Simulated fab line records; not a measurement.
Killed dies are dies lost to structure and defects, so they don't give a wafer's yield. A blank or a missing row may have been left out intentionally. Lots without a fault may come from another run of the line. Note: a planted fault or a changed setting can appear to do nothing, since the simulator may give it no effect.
A struck lot beside a sound one -- flow gf180mcu -- 15 out of 602 route steps
Sound: the wafers L926.1, L926.4, L926.6. Wafers L936.1, L936.4, L936.5 were the ones struck. The cause is named last.
Per side, at each step with rows, come the tool, then ch with its chambers, and then its first start. Under that, the readings that differ: sound wafers -- struck wafers -- difference of the means -- sigmas: that difference in standard deviations of wafers without a fault.
alike: a reading whose means differ by less than 2 such deviations, as well as words and numbers matching on both sides. not compared: withheld readings; readings where some wafer has no value; bounds like >300 that might hide an equal value; numbers whose values overlap and for which the record gives no deviation.
A row with sigmas, a row that says differs or no value, or rows on one side alone: a step with any of these is where the two part. Non-overlapping numbers with no deviation appear without sigmas and do not part them. A reading missing from all wafers of one side parts the sides only when that side holds two or more wafers.

GF_NSD_CD_MEAS_07 targets a cd of 400 nm.
  sound on cdSem-02, day 16 02:26; struck on cdSem-01, day 19 03:05
  alike: cdNm
GF_NSD_OVL_MEAS_08:
  sound on overlay-02, day 16 02:33; struck on overlay-02, day 19 03:13
  alike: NSD_OVL
then, 2 steps without rows for these wafers: GF_NSD_IMPLANT_09; GF_NSD_IMPLANT_10.
GF_NSD_STRIP_11: strips in O2/N2.
  sound on plasmaAsher-01 ch 0,1, day 16 02:53; struck on plasmaAsher-04 ch 0, day 19 03:33
  alike: drypumpMotorCurrentA, heaterPowerW, oesProductAu, stripTimeToEndpointS
  not compared: rfHoursCounterH
GF_NSD_TW_MEAS_12:
  sound on filmMetro-03, day 16 02:59; struck on filmMetro-03, day 19 03:39
  alike: NSD_TW
then, 6 steps without rows for these wafers: GF_PSD_DEHYDRATE_00 (time 60 s); GF_PSD_HMDS_01 (prime time 60 s); GF_PSD_COAT_02 (resist thk 1000 nm); GF_PSD_SOFTBAKE_03 (time 60 s); GF_PSD_EXPOSE_04 (exposes mask Pplus, target cd 400 nm); GF_PSD_PEB_05.
GF_PSD_DEVELOP_06: develop time 60 s.
  sound on lithoTrack-04 ch 0, day 17 00:50; struck on lithoTrack-02 ch 0, day 20 03:49
reading,sound,struck,difference,sigmas
developerTempC (C),23.03 23.07 22.94,22.32 22.43 22.23,-0.69,-7
  alike: chillPlateTempC
GF_PSD_CD_MEAS_07 targets a cd of 400 nm.
  sound on cdSem-01, day 17 00:59; struck on cdSem-01, day 20 03:58
  alike: cdNm
GF_PASSIVATION_PROBE_99:
  the record has rows for the sound wafers here (prober-02, day 31 08:07) and none for the struck ones

WHERE THEY PART
Last at GF_PASSIVATION_PROBE_99 as far as this record goes, first at GF_PSD_DEVELOP_06.

WHY: whatever the simulator had introduced
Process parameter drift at GF_PSD_DEVELOP_06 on lithoTrack-02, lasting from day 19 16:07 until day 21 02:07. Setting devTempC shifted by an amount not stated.
